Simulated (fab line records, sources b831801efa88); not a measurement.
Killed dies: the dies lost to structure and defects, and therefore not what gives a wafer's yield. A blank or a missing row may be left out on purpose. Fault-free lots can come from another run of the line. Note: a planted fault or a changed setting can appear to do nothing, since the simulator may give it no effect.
Struck lot and sound lot, side by side    flow sky130    17 steps out of a route of 708
Sound: the wafers L979.2, L979.3, L979.6. Wafers struck: L982.2, L982.5, L982.6. The cause is given at the end.
At each step with rows: each side's tool, then ch and its chambers, then its first start. Under that, the readings that differ: sound wafers    struck wafers    difference of the means    sigmas: that difference in standard deviations of wafers without a fault.
alike: a reading whose means differ by less than 2 such deviations, as well as words and numbers matching on both sides. not compared: withheld readings; readings where some wafer has no value; bounds like >300 that might hide an equal value; numbers whose values overlap and for which the record gives no deviation.
The two part at a step that has a row with sigmas, a row that says differs or no value, or rows on one side only. Non-overlapping numbers with no deviation appear without sigmas and do not part them. Lack of a reading on every wafer of one side parts them only where that side has two or more wafers.

first, 2 steps without rows for these wafers: SKY_LOCAL_INTERCONNECT_PEB_09; SKY_LOCAL_INTERCONNECT_DEVELOP_10 (develop time 60 s).
SKY_LOCAL_INTERCONNECT_CD_MEAS_11 targets a cd of 170 nm.
  struck on cd_sem-02, day 32 22:05; sound on cd_sem-01, day 32 06:14
  alike: cd_nm
SKY_LOCAL_INTERCONNECT_OVL_MEAS_12:
  struck on overlay-02, day 32 22:11; sound on overlay-02, day 32 06:20
  alike: LOCAL_INTERCONNECT_OVL
SKY_LOCAL_INTERCONNECT_ETCH_13: etches BARC in N2/H2, stops on SiO2, time 45.9 s, target depth 60 nm.
  sound on rie_metal-03 ch 0,1, day 32 06:22; struck on rie_metal-04 ch 0,1, day 32 22:13
  alike: drypump_motor_current_A, n2_flow_sccm, oes_product_au, throttle_valve_pct
  not compared: rf_hours_counter_h
SKY_LOCAL_INTERCONNECT_METAL_ETCH_14: etches TiN in Cl2/BCl3, stops on PSG, target depth 110 nm, time 31.4 s.
  sound on rie_metal-03 ch 0,1, day 32 06:26; struck on rie_metal-04 ch 0,1, day 32 22:17
  alike: drypump_motor_current_A, oes_product_au, throttle_valve_pct
  not compared: rf_hours_counter_h
SKY_LOCAL_INTERCONNECT_STRIP_15: strips in O2/N2.
  sound on plasma_asher-01 ch 1, day 32 06:29; struck on plasma_asher-02 ch 0,1, day 32 22:20
  alike: drypump_motor_current_A, n2_flow_sccm, oes_product_au, strip_time_to_endpoint_s
  not compared: rf_hours_counter_h
then, 3 steps without rows for these wafers: SKY_LOCAL_INTERCONNECT_STRIP_16 (strips in post etch residue remover, time 1200 s); SKY_LOCAL_INTERCONNECT_CLEAN_17 (cleans in IPA, time 180 s); SKY_LOCAL_INTERCONNECT_CLEAN_18 (cleans in O3/DIW).
SKY_CONTACT_CVD_00: deposits Si3N4, target thk 75 nm.
  sound on pecvd-01 ch 0,1,2, day 32 07:07; struck on pecvd-01 ch 0,1,2, day 32 22:58
  alike: heater_power_w, susceptor_temp_C
SKY_CONTACT_THK_MEAS_01:
  struck on film_metro-03, day 32 23:00; sound on film_metro-04, day 32 07:09
  alike: CONTACT_CVD_00_THK
SKY_CONTACT_HDPCVD_02: deposits SiO2, target thk 565 nm, time 94.2 s.
  sound on hdpcvd-01 ch 0,1,2, day 32 07:12; struck on hdpcvd-01 ch 0,2, day 32 23:03
reading                                      sound              struck             difference  sigmas
sih4_flow_sccm (sccm)                        59.64 59.94 60.25  71.73 72.09 71.96  +11.98      +63
model.SiO2_of_CONTACT_HDPCVD_02.thk_nm (nm)  565.9 558.7 559.2  675.6 677.5 675.9  +115.1      
  alike: susceptor_temp_C
SKY_CONTACT_THK_MEAS_03:
  struck on film_metro-01, day 32 23:08; sound on film_metro-03, day 32 07:17
reading                  sound        struck       difference  sigmas
CONTACT_HDPCVD_THK (nm)  566 558 559  675 678 676  +115        +25
SKY_CONTACT_CMP_04: polishes SiO2.
  sound on cmp-01 ch 0,2,3, day 32 07:26; struck on cmp-01 ch 2,3, day 32 23:14
reading                 sound     struck       difference  sigmas
time_to_endpoint_s (s)  88 82 81  121 124 120  +38         +12
  alike: motor_current_A, platen_rpm
SKY_CONTACT_BOW_MEAS_05:
  struck on film_metro-03, day 32 23:30; sound on film_metro-04, day 32 07:39
  alike: CONTACT_BOW
-- the record jumps here: 14 days lie between the struck wafers' starts before and after (it left off in module CONTACT and takes up again in module PAD_OPEN, whose first step shown is number 708 of the route) --
SKY_PAD_OPEN_PROBE_99:
  only the struck wafers here have rows in the record (prober-02, day 47 09:59); the sound ones have none

## WHERE THEY PART
First at SKY_CONTACT_HDPCVD_02; last, within this record, at SKY_PAD_OPEN_PROBE_99.

WHY: what the simulator had put in
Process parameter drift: hdpcvd-01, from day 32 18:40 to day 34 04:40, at SKY_CONTACT_HDPCVD_02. From 60, the setting sih4_flow_sccm moved by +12. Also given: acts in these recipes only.
